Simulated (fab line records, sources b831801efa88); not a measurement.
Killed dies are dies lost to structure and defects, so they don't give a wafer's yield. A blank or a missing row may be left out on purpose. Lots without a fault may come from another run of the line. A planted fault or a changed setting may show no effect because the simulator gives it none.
Chamber matching | flow gf180mcu | GF_CONTACT_CMP_27 on cmp-01: 4 sister chambers
The step polishes, stops on SiO2, t overpolish 15 s, target thk 0 nm. 4 wafers are shown with their chamber, then 11 later ones without.

WAFERS WITH THEIR CHAMBER
wafer  | chamber | time_to_endpoint_s (s)
L084.5 | 2       | 73.4
L086.5 | 3       | 71.0
L086.6 | 0       | 73.1
L090.1 | 1       | 67.3

WAFERS WITHOUT THEIR CHAMBER
wafer  | time_to_endpoint_s (s)
L090.3 | 70.4
L090.5 | 68.4
L094.1 | 70.6
L094.2 | 67.8
L094.3 | 74.0
L096.2 | 74.1
L096.3 | 68.9
L096.4 | 70.0
L097.2 | 71.2
L097.3 | 67.8
L097.4 | 68.6

WHICH CHAMBER EACH WENT THROUGH
wafer  | from the rows above     | in truth
L090.3 | 3                       | 3
L090.5 | can't be placed: 1 or 3 | 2
L094.1 | 3                       | 3
L094.2 | 1                       | 1
L094.3 | can't be placed: 2 or 0 | 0
L096.2 | can't be placed: 2 or 0 | 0
L096.3 | can't be placed: 1 or 3 | 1
L096.4 | can't be placed: 3 or 1 | 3
L097.2 | can't be placed: 3 or 0 | 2
L097.3 | 1                       | 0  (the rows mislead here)
L097.4 | can't be placed: 1 or 3 | 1
Placed correctly: 3 of 11. Can't be placed from these rows: 7 (the true chamber is among the candidates in 5). Placed wrongly: 1.
How it was worked out, from the rows above alone: a wafer's distance from a chamber is the root of the sum, over the readings, of the square of ((its reading less the chamber's mean) divided by the reading's scatter). The wafer belongs to the nearest chamber; if the next one is less than 2 further off, it can't be placed. A chamber's mean is the mean of its shown wafers. The scatter: with one shown wafer a chamber, the root of the mean of the squares of how far each hidden wafer lies from its nearest shown one.
